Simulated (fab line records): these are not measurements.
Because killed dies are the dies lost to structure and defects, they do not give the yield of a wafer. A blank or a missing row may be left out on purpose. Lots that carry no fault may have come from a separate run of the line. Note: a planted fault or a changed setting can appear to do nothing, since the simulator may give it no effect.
What tool caused it? + flow sky130 + 24 lots, 72 wafers sampled, at 6 steps of a route of 708

== WHAT THE GAUGES READ, wafer by wafer ==
SKY_LI_CONTACT_THK_MEAS_01.
| lot  | measured     | on           | LI_CONTACT_HDPCVD_THK (nm) |
|------|--------------|--------------|----------------------------|
| L074 | day 27 21:41 | filmMetro-04 | 929 954 945                |
| L075 | day 28 00:54 | filmMetro-04 | 934 927 945                |
| L076 | day 28 18:39 | filmMetro-01 | 948 935 942                |
| L077 | day 29 08:11 | filmMetro-04 | 940 928 928                |
| L078 | day 29 10:33 | filmMetro-02 | 922 929 918                |
| L079 | day 30 00:04 | filmMetro-02 | 924 912 926                |
| L080 | day 30 07:57 | filmMetro-02 | 928 923 920                |
| L081 | day 31 00:32 | filmMetro-01 | 932 916 921                |
| L082 | day 31 00:48 | filmMetro-02 | 928 936 930                |
| L083 | day 31 07:59 | filmMetro-04 | 920 935 925                |
| L084 | day 31 15:40 | filmMetro-01 | 937 942 923                |
| L085 | day 32 03:56 | filmMetro-02 | 936 932 934                |
| L086 | day 32 17:28 | filmMetro-02 | 919 948 922                |
| L087 | day 32 18:03 | filmMetro-02 | 919 938 929                |
| L088 | day 33 09:45 | filmMetro-02 | 935 917 931                |
| L090 | day 33 14:06 | filmMetro-01 | 927 940 928                |
| L089 | day 33 15:14 | filmMetro-02 | 947 906 933                |
| L091 | day 33 18:35 | filmMetro-02 | 921 925 917                |
| L092 | day 34 04:29 | filmMetro-01 | 919 923 917                |
| L093 | day 34 09:25 | filmMetro-01 | 924 918 932                |
| L095 | day 34 20:54 | filmMetro-01 | 933 925 940                |
| L094 | day 35 04:43 | filmMetro-01 | 925 934 923                |
| L097 | day 35 10:53 | filmMetro-04 | 928 925 914                |
| L096 | day 35 11:47 | filmMetro-04 | 924 909 926                |

SKY_LI_CONTACT_RS_MEAS_22: measurement is done with a four-point probe.
| lot  | measured     | on           | LI_CONTACT_W_RS (ohm/sq) |
|------|--------------|--------------|--------------------------|
| L074 | day 29 03:07 | filmMetro-01 | 0.288 0.283 0.288        |
| L075 | day 29 06:55 | filmMetro-02 | 0.287 0.289 0.288        |
| L076 | day 30 00:02 | filmMetro-04 | 0.287 0.292 0.286        |
| L077 | day 30 13:21 | filmMetro-01 | 0.282 0.288 0.287        |
| L078 | day 30 15:55 | filmMetro-02 | 0.291 0.291 0.290        |
| L079 | day 31 05:19 | filmMetro-04 | 0.283 0.283 0.285        |
| L080 | day 31 13:17 | filmMetro-02 | 0.288 0.286 0.287        |
| L081 | day 32 05:57 | filmMetro-04 | 0.283 0.286 0.283        |
| L082 | day 32 06:08 | filmMetro-01 | 0.290 0.287 0.288        |
| L083 | day 32 12:08 | filmMetro-02 | 0.284 0.284 0.286        |
| L084 | day 32 20:05 | filmMetro-02 | 0.286 0.288 0.285        |
| L085 | day 33 08:17 | filmMetro-04 | 0.281 0.279 0.283        |
| L086 | day 33 21:10 | filmMetro-04 | 0.286 0.287 0.293        |
| L087 | day 33 22:01 | filmMetro-01 | 0.288 0.286 0.285        |
| L088 | day 34 12:46 | filmMetro-04 | 0.283 0.282 0.287        |
| L090 | day 34 17:44 | filmMetro-04 | 0.289 0.283 0.283        |
| L089 | day 34 19:25 | filmMetro-02 | 0.286 0.282 0.282        |
| L091 | day 34 21:56 | filmMetro-02 | 0.290 0.287 0.289        |
| L092 | day 35 08:59 | filmMetro-01 | 0.293 0.290 0.288        |
| L093 | day 35 13:10 | filmMetro-01 | 0.288 0.292 0.285        |
| L095 | day 36 00:10 | filmMetro-01 | 0.289 0.290 0.295        |
| L094 | day 36 07:56 | filmMetro-01 | 0.282 0.281 0.281        |
| L097 | day 36 14:19 | filmMetro-04 | 0.287 0.289 0.291        |
| L096 | day 36 15:18 | filmMetro-04 | 0.285 0.290 0.286        |

SKY_LOCAL_INTERCONNECT_CD_MEAS_11 targets a cd of 170 nm.
| lot  | measured     | on       | cdNm (nm)         |
|------|--------------|----------|-------------------|
| L074 | day 30 08:38 | cdSem-02 | 171.2 171.4 170.1 |
| L075 | day 30 11:28 | cdSem-01 | 168.5 169.3 170.3 |
| L076 | day 31 05:07 | cdSem-02 | 170.8 170.2 170.3 |
| L077 | day 31 18:17 | cdSem-01 | 170.3 171.3 169.8 |
| L078 | day 31 20:04 | cdSem-02 | 171.8 172.3 170.9 |
| L079 | day 32 09:49 | cdSem-01 | 166.8 168.5 168.1 |
| L080 | day 32 17:26 | cdSem-02 | 173.4 171.1 171.8 |
| L081 | day 33 09:46 | cdSem-02 | 168.8 167.6 168.7 |
| L082 | day 33 10:07 | cdSem-02 | 167.9 167.5 167.9 |
| L083 | day 33 15:49 | cdSem-02 | 170.6 171.2 169.2 |
| L084 | day 33 23:35 | cdSem-02 | 170.0 169.1 170.0 |
| L085 | day 34 10:11 | cdSem-02 | 170.9 169.8 171.1 |
| L086 | day 35 00:07 | cdSem-01 | 171.7 172.2 172.1 |
| L087 | day 35 00:43 | cdSem-01 | 168.8 168.1 166.1 |
| L088 | day 35 15:43 | cdSem-01 | 172.5 173.2 173.2 |
| L090 | day 35 20:26 | cdSem-02 | 170.1 170.8 171.5 |
| L089 | day 35 22:16 | cdSem-01 | 167.8 168.3 168.0 |
| L091 | day 36 00:07 | cdSem-02 | 171.8 171.4 172.7 |
| L092 | day 36 12:09 | cdSem-02 | 170.0 170.2 171.2 |
| L093 | day 36 15:59 | cdSem-01 | 171.1 173.7 173.3 |
| L095 | day 37 02:33 | cdSem-02 | 171.0 170.7 171.2 |
| L094 | day 37 09:58 | cdSem-01 | 172.2 172.5 172.6 |
| L097 | day 37 16:58 | cdSem-01 | 168.0 166.2 168.6 |
| L096 | day 37 18:01 | cdSem-01 | 170.1 168.6 171.0 |

SKY_METAL1_THK_MEAS_06: measures by xrf.
| lot  | measured     | on           | METAL1_ALCU_THK (nm) |
|------|--------------|--------------|----------------------|
| L074 | day 31 15:49 | filmMetro-04 | 248.0 251.7 251.4    |
| L075 | day 31 19:19 | filmMetro-01 | 255.5 254.5 252.4    |
| L076 | day 32 12:00 | filmMetro-01 | 253.3 250.8 250.1    |
| L077 | day 33 00:49 | filmMetro-04 | 253.6 248.9 249.4    |
| L078 | day 33 02:59 | filmMetro-01 | 249.6 253.5 250.8    |
| L079 | day 33 16:00 | filmMetro-03 | 250.7 250.5 253.4    |
| L080 | day 33 23:37 | filmMetro-04 | 251.5 250.5 253.1    |
| L081 | day 34 14:38 | filmMetro-03 | 250.9 250.9 251.2    |
| L082 | day 34 16:11 | filmMetro-01 | 249.9 254.9 255.9    |
| L083 | day 34 21:56 | filmMetro-01 | 249.0 249.3 251.1    |
| L084 | day 35 05:19 | filmMetro-03 | 252.4 251.8 252.1    |
| L085 | day 35 15:04 | filmMetro-03 | 252.4 253.1 254.2    |
| L086 | day 36 05:41 | filmMetro-04 | 258.1 257.3 254.9    |
| L087 | day 36 06:19 | filmMetro-01 | 253.2 256.3 255.2    |
| L088 | day 36 20:54 | filmMetro-01 | 254.2 259.1 256.9    |
| L090 | day 37 01:28 | filmMetro-01 | 256.2 253.4 254.1    |
| L089 | day 37 03:31 | filmMetro-03 | 248.3 249.0 250.5    |
| L091 | day 37 05:30 | filmMetro-03 | 249.2 252.0 252.5    |
| L092 | day 37 17:00 | filmMetro-01 | 253.2 251.1 254.9    |
| L093 | day 37 21:26 | filmMetro-03 | 252.7 251.6 250.0    |
| L095 | day 38 06:56 | filmMetro-01 | 255.1 253.2 251.2    |
| L094 | day 38 14:52 | filmMetro-04 | 252.8 252.6 251.3    |
| L097 | day 38 22:20 | filmMetro-01 | 247.3 252.2 249.9    |
| L096 | day 38 23:19 | filmMetro-01 | 253.5 257.1 249.7    |

== WHAT TOOL EACH LOT RAN ON (gives the tool, then ch and the chambers of the sampled wafers, and finally the start) ==
| lot  | SKY_LI_CONTACT_CMP_24         | SKY_CONTACT_ETCH_18                          |
|------|-------------------------------|----------------------------------------------|
| L074 | cmp-02 ch 0,1, day 29 03:18   | rieDiel-03 ch 0,1,2, day 31 15:49 or earlier |
| L075 | cmp-02 ch 0,1, day 29 07:11   | rieDiel-01 ch 1,2,3, day 31 19:19 or earlier |
| L076 | cmp-02 ch 1,2,3, day 30 00:13 | rieDiel-01 ch 1,2, day 32 12:00 or earlier   |
| L077 | cmp-02 ch 0,1,2, day 30 13:35 | rieDiel-03 ch 0,2,3, day 33 00:49 or earlier |
| L078 | cmp-02 ch 0,3, day 30 16:06   | rieDiel-03 ch 0,1,2, day 33 02:59 or earlier |
| L079 | cmp-01 ch 1,3, day 31 05:27   | rieDiel-03 ch 1,3, day 33 16:00 or earlier   |
| L080 | cmp-01 ch 0,1,3, day 31 13:26 | rieDiel-02 ch 0,1,3, day 33 23:37 or earlier |
| L081 | cmp-01 ch 1,2, day 32 06:11   | rieDiel-01 ch 0,1, day 34 14:38 or earlier   |
| L082 | cmp-01 ch 0,1,3, day 32 06:29 | rieDiel-02 ch 0,2,3, day 34 16:11 or earlier |
| L083 | cmp-02 ch 0,2,3, day 32 12:16 | rieDiel-03 ch 0,2, day 34 21:56 or earlier   |
| L084 | cmp-02 ch 0,2,3, day 32 20:31 | rieDiel-03 ch 1,2, day 35 05:19 or earlier   |
| L085 | cmp-02 ch 0,1,2, day 33 08:28 | rieDiel-03 ch 0,2, day 35 15:04 or earlier   |
| L086 | cmp-02 ch 1,2,3, day 33 21:18 | rieDiel-01 ch 0,2, day 36 05:41 or earlier   |
| L087 | cmp-01 ch 1,2, day 33 22:14   | rieDiel-03 ch 1,2, day 36 06:19 or earlier   |
| L088 | cmp-01 ch 0,1,3, day 34 13:00 | rieDiel-03 ch 1,2,3, day 36 20:54 or earlier |
| L090 | cmp-01 ch 0,1,3, day 34 17:55 | rieDiel-02 ch 0,2,3, day 37 01:28 or earlier |
| L089 | cmp-02 ch 0,1,3, day 34 19:36 | rieDiel-02 ch 1,2, day 37 03:31 or earlier   |
| L091 | cmp-01 ch 1,2,3, day 34 22:14 | rieDiel-03 ch 1,2, day 37 05:30 or earlier   |
| L092 | cmp-02 ch 1,2,3, day 35 09:09 | rieDiel-01 ch 0,1,2, day 37 17:00 or earlier |
| L093 | cmp-02 ch 2,3, day 35 13:19   | rieDiel-03 ch 2,3, day 37 21:26 or earlier   |
| L095 | cmp-02 ch 0,2,3, day 36 00:26 | rieDiel-02 ch 0,2, day 38 06:56 or earlier   |
| L094 | cmp-02 ch 1,3, day 36 08:10   | rieDiel-02 ch 0,2,3, day 38 14:52 or earlier |
| L097 | cmp-01 ch 0,2, day 36 14:30   | rieDiel-01 ch 0,2,3, day 38 22:20 or earlier |
| L096 | cmp-01 ch 0,1,2, day 36 15:35 | rieDiel-03 ch 0,3, day 38 23:19 or earlier   |
- SKY_LI_CONTACT_CMP_24: polishes, stops on PSG, t overpolish 20 s, target thk 0 nm.
- SKY_CONTACT_ETCH_18: etches Si3N4 in CHF3/O2, stops on TiN, time 39 s, target depth 75 nm.

== WHAT THE TOOLS THEMSELVES READ (means of the sampled wafers that have a number; where no wafer has one, the mark that the record gives instead) ==
SKY_LI_CONTACT_CMP_24.
| lot  | tool   | edgeZonePressureFrac | motorCurrentA (A) | overpolishRunS (s) | timeToEndpointS (s) |
|------|--------|----------------------|-------------------|--------------------|---------------------|
| L074 | cmp-02 | 1.000                | 10.0              | 20.007             | 96                  |
| L075 | cmp-02 | 1.000                | 9.5               | 20.011             | 97                  |
| L076 | cmp-02 | 1.002                | 11.3              | 19.999             | 94                  |
| L077 | cmp-02 | 1.000                | 10.6              | 20.001             | 93                  |
| L078 | cmp-02 | 1.004                | 10.1              | 20.004             | 95                  |
| L079 | cmp-01 | 1.003                | 9.3               | 20.006             | 96                  |
| L080 | cmp-01 | 0.994                | 10.5              | 19.995             | 89                  |
| L081 | cmp-01 | 0.995                | 9.1               | 20.001             | 93                  |
| L082 | cmp-01 | 0.997                | 10.3              | 20.000             | 94                  |
| L083 | cmp-02 | 1.001                | 10.9              | 20.001             | 98                  |
| L084 | cmp-02 | 1.008                | 11.2              | 19.998             | 92                  |
| L085 | cmp-02 | 1.000                | 10.6              | 19.995             | 97                  |
| L086 | cmp-02 | 1.001                | 11.7              | 20.001             | 95                  |
| L087 | cmp-01 | 0.999                | 9.0               | 20.005             | 96                  |
| L088 | cmp-01 | 0.999                | 10.6              | 20.008             | 95                  |
| L090 | cmp-01 | 1.001                | 10.1              | 19.998             | 95                  |
| L089 | cmp-02 | 1.002                | 10.3              | 20.008             | 99                  |
| L091 | cmp-01 | 1.004                | 9.7               | 20.004             | 94                  |
| L092 | cmp-02 | 1.002                | 11.5              | 19.991             | 99                  |
| L093 | cmp-02 | 0.999                | 12.6              | 19.996             | 92                  |
| L095 | cmp-02 | 1.004                | 11.2              | 20.009             | 91                  |
| L094 | cmp-02 | 0.996                | 11.0              | 19.996             | 102                 |
| L097 | cmp-01 | 1.007                | 10.1              | 19.997             | 97                  |
| L096 | cmp-01 | 0.999                | 9.7               | 20.004             | 97                  |

SKY_CONTACT_ETCH_18.
| lot  | tool       | drypumpMotorCurrentA (A) | oesProductAu (a.u.) | throttleValvePct (%) |
|------|------------|--------------------------|---------------------|----------------------|
| L074 | rieDiel-03 | 5.2                      | 0.863               | 8.788                |
| L075 | rieDiel-01 | 6.2                      | 0.860               | 8.791                |
| L076 | rieDiel-01 | 6.2                      | 0.854               | 8.802                |
| L077 | rieDiel-03 | 5.6                      | 0.850               | 8.796                |
| L078 | rieDiel-03 | 5.2                      | 0.863               | 8.806                |
| L079 | rieDiel-03 | 5.7                      | 0.860               | 8.791                |
| L080 | rieDiel-02 | 5.6                      | 0.856               | 8.790                |
| L081 | rieDiel-01 | 6.0                      | 0.851               | 8.799                |
| L082 | rieDiel-02 | 5.2                      | 0.843               | 8.803                |
| L083 | rieDiel-03 | 5.2                      | 0.863               | 8.794                |
| L084 | rieDiel-03 | 5.1                      | 0.862               | 8.796                |
| L085 | rieDiel-03 | 5.2                      | 0.849               | 8.799                |
| L086 | rieDiel-01 | 6.1                      | 0.853               | 8.796                |
| L087 | rieDiel-03 | 5.0                      | 0.855               | 8.792                |
| L088 | rieDiel-03 | 5.4                      | 0.855               | 8.793                |
| L090 | rieDiel-02 | 5.2                      | 0.851               | 8.792                |
| L089 | rieDiel-02 | 6.2                      | 0.856               | 8.791                |
| L091 | rieDiel-03 | 5.0                      | 0.853               | 8.794                |
| L092 | rieDiel-01 | 6.1                      | 0.848               | 8.794                |
| L093 | rieDiel-03 | 5.4                      | 0.862               | 8.788                |
| L095 | rieDiel-02 | 5.3                      | 0.850               | 8.786                |
| L094 | rieDiel-02 | 5.2                      | 0.856               | 8.804                |
| L097 | rieDiel-01 | 6.1                      | 0.857               | 8.795                |
| L096 | rieDiel-03 | 6.0                      | 0.859               | 8.802                |

== THE ANSWER, worked out from the rows above alone ==
Rule: what is usual is taken from the lots themselves. The widest of any qualifying gaps counts: lots, ordered by their means at a reading, are off when they make up no more than a third of the lots, leave a main group of 4 or more, and stand apart from it by 3 or more times the standard deviation of that group's means. A main group whose means are all the same, to the digits that the tables above print for the reading, isn't used. A lot without any number at a reading at which 4 lots or more have one is off too. All remaining lots with rows at the step are treated as sound. The gauges are gone through in route order, then the tools' own readings, and for those a lot's mean is taken as printed above. At the first step where some lot is off, the reading lying furthest off is the one used; lots without a number count as furthest.
No lot is off at any reading shown: from this, nothing can be told.

== WHAT WAS PUT IN BY THE SIMULATOR ==
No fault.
